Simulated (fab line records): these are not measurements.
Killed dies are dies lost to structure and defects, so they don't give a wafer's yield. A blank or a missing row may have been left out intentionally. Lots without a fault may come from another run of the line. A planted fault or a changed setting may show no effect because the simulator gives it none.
The tool behind it: which one? / flow gf180mcu / 18 wafers from 6 lots sampled at 3 of the route's 602 steps

WHAT THE GAUGES SHOWED, per wafer
GF_HV_LDD_RS_MEAS_53: measures by four-point-probe.
lot=L422; measured=day 13 11:59; on=film metro-03; HV_LDD_RS (ohm/sq)=421.2 418.3 420.3
lot=L424; measured=day 14 04:08; on=film metro-03; HV_LDD_RS (ohm/sq)=418.9 419.6 419.2
lot=L427; measured=day 15 02:02; on=film metro-03; HV_LDD_RS (ohm/sq)=413.5 413.5 413.3
lot=L433; measured=day 17 02:06; on=film metro-01; HV_LDD_RS (ohm/sq)=417.1 418.7 417.2
lot=L438; measured=day 18 19:21; on=film metro-04; HV_LDD_RS (ohm/sq)=420.1 418.6 419.7
lot=L441; measured=day 19 22:06; on=film metro-01; HV_LDD_RS (ohm/sq)=417.4 417.0 416.6

WHAT TOOL EACH LOT RAN ON (gives the tool, then ch and the chambers of the sampled wafers, and finally the start)
lot=L422; GF_HV_LDD_IMPLANT_34=implanter-02 ch 0, day 12 14:50; GF_HV_LDD_STRIP_37=plasma asher-01 ch 0,1, day 12 15:17
lot=L424; GF_HV_LDD_IMPLANT_34=implanter-02 ch 0, day 13 06:15; GF_HV_LDD_STRIP_37=plasma asher-02 ch 0,1, day 13 06:42
lot=L427; GF_HV_LDD_IMPLANT_34=implanter-02 ch 0, day 14 03:48; GF_HV_LDD_STRIP_37=plasma asher-02 ch 0,1, day 14 04:15
lot=L433; GF_HV_LDD_IMPLANT_34=implanter-01 ch 0, day 16 02:31; GF_HV_LDD_STRIP_37=plasma asher-03 ch 0,1, day 16 02:56
lot=L438; GF_HV_LDD_IMPLANT_34=implanter-02 ch 0, day 17 18:30; GF_HV_LDD_STRIP_37=plasma asher-03 ch 0,1, day 17 18:56
lot=L441; GF_HV_LDD_IMPLANT_34=implanter-03 ch 0, day 18 20:39; GF_HV_LDD_STRIP_37=plasma asher-01 ch 0, day 18 21:05
- GF_HV_LDD_IMPLANT_34
- GF_HV_LDD_STRIP_37: strips in O2/N2.

THE ANSWER, worked out from the rows above alone
Rule: usual is defined by the lots themselves. The widest of any qualifying gaps counts: lots, ordered by their means at a reading, are off when they make up no more than a third of the lots, leave a main group of 4 or more, and stand apart from it by 3 or more times the standard deviation of that group's means. A main group whose means are all the same, to the digits that the tables above print for the reading, isn't used. A lot without any number at a reading at which 4 lots or more have one is off too. All remaining lots with rows at the step are treated as sound.
Off: L427, seen at GF_HV_LDD_RS_MEAS_53 (HV_LDD_RS). Main group: mean 418.7 ohm/sq, sd 1.1.
A tool fits if, at a process step before that reading, it ran every lot that is off, and no sound lot after the first of them. Those tools and the gauges at GF_HV_LDD_RS_MEAS_53 are tried in the same way. Undecided on this evidence; 2 tools fit (plasma asher-02 at GF_HV_LDD_STRIP_37, film metro-03 at GF_HV_LDD_RS_MEAS_53).

WHAT WAS PUT IN BY THE SIMULATOR
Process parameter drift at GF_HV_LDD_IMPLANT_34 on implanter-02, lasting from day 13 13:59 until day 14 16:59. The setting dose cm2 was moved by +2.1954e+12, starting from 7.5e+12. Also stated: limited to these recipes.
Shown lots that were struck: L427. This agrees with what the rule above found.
